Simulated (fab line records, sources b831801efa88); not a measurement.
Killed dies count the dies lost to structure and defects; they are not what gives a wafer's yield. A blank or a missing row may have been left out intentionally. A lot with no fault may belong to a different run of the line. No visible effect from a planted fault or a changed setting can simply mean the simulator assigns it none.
What tool caused it? || flow gf180mcu || 14 lots with 42 wafers sampled at 3 steps, on a route of 602 steps

== WHAT THE GAUGES READ, wafer by wafer ==
GF_VT_IMPLANT_TW_MEAS_21. Usual: VT_IMPLANT_2_TW 1222, standard deviation 7.2.
{"lot": "L860", "measured": "day 6 03:52", "on": "film-metro-01", "VT_IMPLANT_2_TW": "1225 1229 1226", "flag": ""}
{"lot": "L861", "measured": "day 6 12:15", "on": "film-metro-03", "VT_IMPLANT_2_TW": "1226 1229 1235", "flag": ""}
{"lot": "L862", "measured": "day 6 18:45", "on": "film-metro-03", "VT_IMPLANT_2_TW": "1225 1232 1227", "flag": ""}
{"lot": "L863", "measured": "day 7 00:55", "on": "film-metro-03", "VT_IMPLANT_2_TW": "1229 1223 1218", "flag": ""}
{"lot": "L864", "measured": "day 7 09:39", "on": "film-metro-04", "VT_IMPLANT_2_TW": "1227 1222 1215", "flag": ""}
{"lot": "L865", "measured": "day 7 12:12", "on": "film-metro-03", "VT_IMPLANT_2_TW": "1230 1220 1226", "flag": ""}
{"lot": "L867", "measured": "day 8 05:51", "on": "film-metro-03", "VT_IMPLANT_2_TW": "1229 1229 1234", "flag": ""}
{"lot": "L868", "measured": "day 8 07:27", "on": "film-metro-01", "VT_IMPLANT_2_TW": "1214 1220 1227", "flag": ""}
{"lot": "L873", "measured": "day 9 18:01", "on": "film-metro-04", "VT_IMPLANT_2_TW": "1214 1209 1211", "flag": ""}
{"lot": "L874", "measured": "day 9 21:57", "on": "film-metro-04", "VT_IMPLANT_2_TW": "1219 1222 1218", "flag": ""}
{"lot": "L879", "measured": "day 11 07:22", "on": "film-metro-01", "VT_IMPLANT_2_TW": "1221 1214 1218", "flag": ""}
{"lot": "L880", "measured": "day 11 13:10", "on": "film-metro-01", "VT_IMPLANT_2_TW": "1218 1211 1219", "flag": ""}
{"lot": "L881", "measured": "day 11 18:36", "on": "film-metro-03", "VT_IMPLANT_2_TW": "1226 1229 1225", "flag": ""}
{"lot": "L882", "measured": "day 12 00:52", "on": "film-metro-03", "VT_IMPLANT_2_TW": "1224 1224 1228", "flag": ""}

GF_POLY_GATE_CD_MEAS_10: the cd target is 280 nm. Usual: 279.8 nm for cd-nm, sd 0.99.
{"lot": "L860", "measured": "day 9 02:23", "on": "cd-sem-02", "cd-nm (nm)": "280.8 281.3 280.0", "flag": ""}
{"lot": "L861", "measured": "day 9 12:28", "on": "cd-sem-01", "cd-nm (nm)": "279.5 280.1 278.7", "flag": ""}
{"lot": "L862", "measured": "day 9 20:22", "on": "cd-sem-01", "cd-nm (nm)": "280.0 279.3 279.0", "flag": ""}
{"lot": "L863", "measured": "day 10 01:26", "on": "cd-sem-02", "cd-nm (nm)": "279.5 279.7 280.8", "flag": ""}
{"lot": "L864", "measured": "day 10 11:46", "on": "cd-sem-01", "cd-nm (nm)": "281.0 280.2 280.1", "flag": ""}
{"lot": "L865", "measured": "day 10 14:19", "on": "cd-sem-02", "cd-nm (nm)": "279.6 279.4 279.1", "flag": ""}
{"lot": "L867", "measured": "day 11 11:25", "on": "cd-sem-01", "cd-nm (nm)": "279.0 280.5 278.5", "flag": ""}
{"lot": "L868", "measured": "day 11 15:55", "on": "cd-sem-01", "cd-nm (nm)": "278.0 278.8 278.6", "flag": ""}
{"lot": "L879", "measured": "day 14 19:47", "on": "cd-sem-02", "cd-nm (nm)": "281.5 280.7 280.4", "flag": ""}
{"lot": "L880", "measured": "day 15 05:56", "on": "cd-sem-02", "cd-nm (nm)": "280.2 281.2 281.2", "flag": ""}
{"lot": "L881", "measured": "day 15 11:31", "on": "cd-sem-01", "cd-nm (nm)": "281.7 281.2 280.9", "flag": ""}
{"lot": "L882", "measured": "day 15 17:11", "on": "cd-sem-02", "cd-nm (nm)": "278.7 279.9 279.1", "flag": ""}

== TOOL THAT RAN EACH LOT (tool first, then ch and the chambers of the sampled wafers, then the start) ==
{"lot": "L860", "GF_DUAL_GATE_WET_ETCH_12": "wet-bench-04 ch 2, day 8 05:52"}
{"lot": "L861", "GF_DUAL_GATE_WET_ETCH_12": "wet-bench-02 ch 2, day 8 16:15"}
{"lot": "L862", "GF_DUAL_GATE_WET_ETCH_12": "wet-bench-03 ch 1, day 8 22:51"}
{"lot": "L863", "GF_DUAL_GATE_WET_ETCH_12": "wet-bench-02 ch 0, day 9 04:48"}
{"lot": "L864", "GF_DUAL_GATE_WET_ETCH_12": "wet-bench-03 ch 0, day 9 14:24"}
{"lot": "L865", "GF_DUAL_GATE_WET_ETCH_12": "wet-bench-03 ch 3, day 9 17:06"}
{"lot": "L867", "GF_DUAL_GATE_WET_ETCH_12": "wet-bench-04 ch 1, day 10 13:30"}
{"lot": "L868", "GF_DUAL_GATE_WET_ETCH_12": "wet-bench-04 ch 3, day 10 15:18"}
{"lot": "L873", "GF_DUAL_GATE_WET_ETCH_12": "wet-bench-04 ch 3, day 12 04:03"}
{"lot": "L874", "GF_DUAL_GATE_WET_ETCH_12": "wet-bench-04 ch 0, day 12 11:09"}
{"lot": "L879", "GF_DUAL_GATE_WET_ETCH_12": "wet-bench-03 ch 3, day 13 19:39"}
{"lot": "L880", "GF_DUAL_GATE_WET_ETCH_12": "wet-bench-02 ch 3, day 14 03:21"}
{"lot": "L881", "GF_DUAL_GATE_WET_ETCH_12": "wet-bench-03 ch 1, day 14 09:06"}
{"lot": "L882", "GF_DUAL_GATE_WET_ETCH_12": "wet-bench-03 ch 2, day 14 15:06"}
- GF_DUAL_GATE_WET_ETCH_12: etches SiO2 in dHF, target depth 13 nm, time 260 s.

== AS READ BY THE TOOLS THEMSELVES (means over the sampled wafers that have a number; for cases with no such wafer, the mark the record gives instead) ==
GF_DUAL_GATE_WET_ETCH_12. Usual: run-length-s 289 s, standard deviation 4.1; temp-c 25.00 C, standard deviation 0.097.
{"lot": "L860", "tool": "wet-bench-04", "run-length-s (s)": 293, "temp-c (C)": 25.12, "flag": ""}
{"lot": "L861", "tool": "wet-bench-02", "run-length-s (s)": 294, "temp-c (C)": 24.97, "flag": ""}
{"lot": "L862", "tool": "wet-bench-03", "run-length-s (s)": 285, "temp-c (C)": 24.91, "flag": ""}
{"lot": "L863", "tool": "wet-bench-02", "run-length-s (s)": 286, "temp-c (C)": 25.12, "flag": ""}
{"lot": "L864", "tool": "wet-bench-03", "run-length-s (s)": 286, "temp-c (C)": 24.95, "flag": ""}
{"lot": "L865", "tool": "wet-bench-03", "run-length-s (s)": 287, "temp-c (C)": 24.95, "flag": ""}
{"lot": "L867", "tool": "wet-bench-04", "run-length-s (s)": 287, "temp-c (C)": 25.04, "flag": ""}
{"lot": "L868", "tool": "wet-bench-04", "run-length-s (s)": 287, "temp-c (C)": 25.01, "flag": ""}
{"lot": "L873", "tool": "wet-bench-04", "run-length-s (s)": 62, "temp-c (C)": 25.07, "flag": "OFF"}
{"lot": "L874", "tool": "wet-bench-04", "run-length-s (s)": 59, "temp-c (C)": 24.95, "flag": "OFF"}
{"lot": "L879", "tool": "wet-bench-03", "run-length-s (s)": 285, "temp-c (C)": 25.11, "flag": ""}
{"lot": "L880", "tool": "wet-bench-02", "run-length-s (s)": 287, "temp-c (C)": 25.03, "flag": ""}
{"lot": "L881", "tool": "wet-bench-03", "run-length-s (s)": 284, "temp-c (C)": 24.98, "flag": ""}
{"lot": "L882", "tool": "wet-bench-03", "run-length-s (s)": 286, "temp-c (C)": 25.11, "flag": ""}

== THE ANSWER, worked out from the rows above alone ==
Rule: a lot is off if the mean of its wafers that have a number lies more than 3 standard deviations from the usual mean. Also off: a lot with no number at a reading for which 4 or more lots have one. The other lots that the step has rows for count as sound. After the gauges, taken in route order, come the tools' own readings; for these a lot's mean is taken, as printed above. The first step at which some lot is off is used, and at that step the reading that is off furthest; a lot without a number counts as furthest.
Off, at GF_DUAL_GATE_WET_ETCH_12 on run-length-s: L873, L874.
A tool fits if, at that step or a process step before it, it ran every lot that is off, and no sound lot after the first of them. One fits: GF_DUAL_GATE_WET_ETCH_12 on wet-bench-04. Its last sound lot is L868 (day 10 15:18), its first lot that is off L873 (day 12 04:03): a fault that began between those two fits.
On the lots that are off, the tool's own readings at GF_DUAL_GATE_WET_ETCH_12 differ by more than 5 times the standard deviation of the sound lots' means, which bears it out; run-length-s reads 60 s there versus 287 s on the sound lots.

== WHAT HAD BEEN PUT IN BY THE SIMULATOR ==
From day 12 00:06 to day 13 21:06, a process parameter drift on wet-bench-04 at GF_DUAL_GATE_WET_ETCH_12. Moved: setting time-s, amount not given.
Struck lots among those shown: L873, L874. The rule given above showed the same thing.
